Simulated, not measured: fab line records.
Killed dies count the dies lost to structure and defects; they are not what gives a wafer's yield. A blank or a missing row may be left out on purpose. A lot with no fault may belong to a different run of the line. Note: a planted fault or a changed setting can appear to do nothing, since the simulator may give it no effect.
2 desks looking at one fault :: flow sky130 :: what lay behind the numbers comes last; until then each desk has only its own

## DESK OF THE TOOL OWNER: pvd_sputter-02
The tool's own readings at SKY_METAL5_SPUTTER_00 (material Ti, target thk 15 nm, time 10 s): means of the sampled wafers that have a number, for each lot that ran on this tool. Marked OUT: a lot whose mean sits more than 4 standard deviations from the usual mean, which makes it out of limits; the brackets give that distance.
Columns: A = throttle_valve_pct at SKY_METAL5_SPUTTER_00, usual 30.0 %
lot: L627
first seen here: day 43 04:07
A: 30.2

lot: L632
first seen here: day 44 10:59
A: 30.3

lot: L647
first seen here: day 48 03:30
A: 31.9

lot: L648
first seen here: day 48 10:31
A: 30.6
Result from this desk: across the 4 lots, nothing is out of limits.

## FROM THE METROLOGY DESK
Means of the sampled wafers that have a number, per lot and without regard to the tool the lot ran on: this is what the gauges read. Marked OUT: a lot whose mean sits more than 4 standard deviations from the usual mean, which makes it out of limits; the brackets give that distance.
Columns: A = VIA4_OVL at SKY_VIA4_OVL_MEAS_11, usual 0.2 nm; B = VIA4_W_RS at SKY_VIA4_RS_MEAS_19, usual 0.2257 ohm/sq; C = VIA4_W_THK at SKY_VIA4_THK_MEAS_20, usual 500 nm
lot: L627
first seen here: day 43 02:43
A: -1.4
B: 0.2260
C: 497

lot: L632
first seen here: day 44 09:31
A: -0.4
B: 0.2271
C: 495

lot: L636
first seen here: day 45 13:13
A: 0.8
B: 0.2275
C: 492

lot: L647
first seen here: day 48 02:01
A: 0.2
B: 0.2274
C: 492

lot: L648
first seen here: day 48 09:01
A: 4.3
B: 0.2253
C: 498

lot: L649
first seen here: day 48 14:40
A: -1.1
B: 0.2284
C: 500
Result from this desk: across the 6 lots, nothing is out of limits.

## BROUGHT TOGETHER
Nothing out of limits was seen by the tool owner's desk.
Metrology desk: nothing out of limits seen.

## WHAT WAS PUT IN BY THE SIMULATOR
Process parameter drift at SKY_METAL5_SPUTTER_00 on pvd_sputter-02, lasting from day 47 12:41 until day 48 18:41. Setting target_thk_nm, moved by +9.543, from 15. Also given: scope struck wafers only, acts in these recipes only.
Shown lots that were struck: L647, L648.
